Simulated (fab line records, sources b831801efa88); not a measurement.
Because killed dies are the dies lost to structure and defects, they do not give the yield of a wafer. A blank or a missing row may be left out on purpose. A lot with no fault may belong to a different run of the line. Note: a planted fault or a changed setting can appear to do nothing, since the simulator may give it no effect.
fab line records + flow sfqLine
record
- lots=14
- wafers=42
- lastDay=91
route steps=325 shown I2@116
lots that met no fault: taken from a fault-free run of the same line
startH: hours from the record's opening day to when the first of the lot's shown wafers began + waitH: hours from the lot's prior step to this one + " as in the row above + L1.1+2: one row covering several wafers at once + - no value, or no start given + * or withheld: withheld + < > ~ a bound
route shown NAME@n: NAME is a module with steps in the file, n the number in the route of the first one + usual: mean/standard deviation taken from wafers without a fault + same: alike in all rows + chamber/n: place in a boat + sites: each site's reading + _std_site: standard deviation of those values + _edge_site: the outer-site mean with the inner-site mean subtracted + radiusMm: how far each site lies from the wafer's centre + mask NAME#n: copy n + behind: tool/chamber where the wafer was last shaped + hold: what put the lot on hold/how long, in hours/how the hold closed + device: which transistor (n, p or np) failed to switch + end of line: the tests these same wafers got at the end of their route + a step without rows: its recipe alone + killed: dies that structure and defects cost at the first sort, which is not the same as the wafer's yield + map: the dies of a wafer, with x for killed, . for not killed, _ for no die there
set.NAME: setting as actually run; set.NAME@STEP: the setting as run at that earlier step + model.NAME: the simulator's own value behind a step, which no gauge read
route steps across a sampled set of lots; one table per step, one row per wafer
services: when a tool's chamber went out of use (startH, in hours from the record's first day, below 0 if earlier), for how many hours, and the reason
## steps
# step SFQ_TRILAYER_I2_VIA_STRIP_STRIP_071
# recipe
- gas=O2
- powerW=200
- platenTempC=40
- overashFraction=0.65
- chemistry=O2
- pressureMtorr=50
# usual
- chamberPressureMTorr=50.01/0.049
- drypumpMotorCurrentA=5.8/0.46
- heBacksideLeakSccm=3.5/0.35
- oesProductAu=1.000/0.0095
| lot.wafer | tool        | chamber | startH  | waitH | chamberPressureMTorr | drypumpMotorCurrentA | heBacksideLeakSccm | oesProductAu | rfHoursCounterH |
|-----------|-------------|---------|---------|-------|----------------------|----------------------|--------------------|--------------|-----------------|
| L756.2    | rieMetal-04 | 1       | 913.75  | -     | 49.93                | 6.2                  | 3.2                | 1.003        | 70              |
| L756.4    | "           | 0       | "       | "     | 50.04                | 6.2                  | 3.7                | 0.998        | -               |
| L756.5    | "           | 1       | "       | "     | 49.99                | 6.3                  | 3.2                | 1.013        | -               |
| L757.3    | rieMetal-03 | 1       | 924.75  | -     | 50.08                | 5.3                  | 3.6                | 0.991        | -               |
| L757.5    | "           | 1       | "       | "     | 50.05                | 5.2                  | 3.6                | 0.989        | -               |
| L757.6    | "           | 0       | "       | "     | 49.91                | 5.5                  | 3.4                | 0.984        | -               |
| L758.1    | rieMetal-04 | 0       | 926.95  | -     | 50.02                | 6.2                  | 3.4                | 0.992        | 129             |
| L758.4    | "           | 0       | "       | "     | 50.09                | 6.2                  | 3.5                | 0.996        | -               |
| L758.6    | "           | 0       | "       | "     | 50.04                | 6.2                  | 3.7                | 1.002        | -               |
| L759.4    | rieMetal-04 | 1       | 929.55  | -     | 49.89                | 6.2                  | 3.2                | 1.021        | -               |
| L759.5    | "           | 1       | "       | "     | 50.04                | 6.2                  | 3.3                | 1.005        | -               |
| L759.6    | "           | 0       | "       | "     | 49.94                | 6.2                  | 3.5                | 0.995        | -               |
| L760.1    | rieMetal-03 | 0       | 930.55  | -     | 49.97                | 5.5                  | 3.2                | 0.998        | 97              |
| L760.4    | "           | 0       | "       | "     | 49.87                | 5.5                  | 3.3                | 1.007        | -               |
| L760.6    | "           | 1       | "       | "     | 49.96                | 5.3                  | 3.4                | 0.997        | -               |
| L762.2    | rieMetal-04 | 0       | 938.95  | -     | 50.02                | 6.2                  | 3.5                | 0.995        | 131             |
| L762.4    | "           | 0       | "       | "     | 50.04                | 6.2                  | 3.7                | 0.995        | -               |
| L762.6    | "           | 1       | "       | "     | 49.95                | 6.2                  | 3.3                | 1.011        | -               |
| L765.2    | rieMetal-03 | 1       | 949.75  | -     | 49.94                | 5.2                  | 3.5                | 0.999        | 75              |
| L765.3    | "           | 1       | "       | "     | 49.92                | 5.3                  | 3.5                | 0.998        | -               |
| L765.5    | "           | 1       | "       | "     | 50.05                | 5.2                  | 3.4                | 0.990        | -               |
| L769.1    | rieMetal-03 | 1       | 1009.74 | -     | 50.00                | 5.3                  | 3.5                | 0.992        | 84              |
| L769.3    | "           | 0       | "       | "     | 50.03                | 5.5                  | 3.3                | 0.992        | -               |
| L769.4    | "           | 1       | "       | "     | 50.00                | 5.3                  | 3.6                | 0.989        | -               |
| L770.1    | rieMetal-01 | 1       | 1012.14 | -     | 50.03                | 6.6                  | 4.0                | 1.001        | 123             |
| L770.2    | "           | 0       | "       | "     | 49.98                | 5.5                  | 3.6                | 1.002        | 76              |
| L770.5    | "           | 1       | "       | "     | 49.97                | 6.6                  | 3.9                | 1.005        | -               |
| L771.2    | rieMetal-01 | 1       | 1031.34 | -     | -                    | -                    | -                  | -            | -               |
| L771.3    | "           | 0       | "       | "     | -                    | -                    | -                  | -            | -               |
| L771.5    | "           | 0       | "       | "     | -                    | -                    | -                  | -            | -               |
| L772.3    | rieMetal-04 | 0       | 1036.34 | -     | -                    | -                    | -                  | -            | -               |
| L772.4    | "           | 1       | "       | "     | -                    | -                    | -                  | -            | -               |
| L772.6    | "           | 1       | "       | "     | -                    | -                    | -                  | -            | -               |
| L773.1    | rieMetal-01 | 1       | 1045.74 | -     | 50.00                | 6.5                  | 3.6                | 0.992        | 0               |
| L773.4    | "           | 0       | "       | "     | 49.97                | 5.5                  | 3.6                | 1.002        | -               |
| L773.6    | "           | 0       | "       | "     | 50.02                | 5.5                  | 3.6                | 0.987        | -               |
| L776.2    | rieMetal-03 | 0       | 1067.13 | -     | 49.96                | 5.4                  | 3.2                | 0.987        | 115             |
| L776.4    | "           | 0       | "       | "     | 50.03                | 5.4                  | 3.3                | 0.984        | -               |
| L776.6    | "           | 0       | "       | "     | 50.01                | 5.5                  | 3.3                | 0.984        | -               |
| L779.2    | rieMetal-03 | 1       | 1104.37 | -     | 50.05                | 5.2                  | 3.3                | 1.002        | 95              |
| L779.3    | "           | 0       | "       | "     | 49.94                | 5.5                  | 3.4                | 0.995        | -               |
| L779.5    | "           | 0       | "       | "     | 50.02                | 5.5                  | 3.3                | 0.989        | -               |
## services
| tool        | chamber | startH  | hours | kind          |
|-------------|---------|---------|-------|---------------|
| rieMetal-04 | -       | 922.10  | 1.0   | repair        |
| rieMetal-04 | 0       | 958.79  | -     | clean         |
| rieMetal-04 | 0       | 958.79  | 16.4  | scheduledDown |
| rieMetal-04 | 0       | 958.79  | 16.4  | ventCycle     |
| rieMetal-03 | -       | 1006.74 | 2.8   | pm            |
| rieMetal-04 | -       | 1019.55 | 0.8   | repair        |
| rieMetal-04 | 1       | 1024.05 | 4.6   | repair        |
| rieMetal-01 | 1       | 1032.16 | -     | clean         |
| rieMetal-01 | 1       | 1032.16 | 10.7  | scheduledDown |
| rieMetal-01 | 1       | 1032.16 | 10.7  | ventCycle     |
## key
firstSign
- step=SFQ_TRILAYER_I2_VIA_STRIP_STRIP_071
- reading=toolRecord
- direction=missing
effect none on later readings
metAt SFQ_TRILAYER_I2_VIA_STRIP_STRIP_071
struckLots L771,L772
onsetBetween 1012.14 1031.34
fault
- kind=skippedStepWhole
- tool=rieMetal-01,rieMetal-04
- chamber=-
- onsetH=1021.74
- steps=SFQ_TRILAYER_I2_VIA_STRIP_STRIP_071
- scope=struckLotsOnly
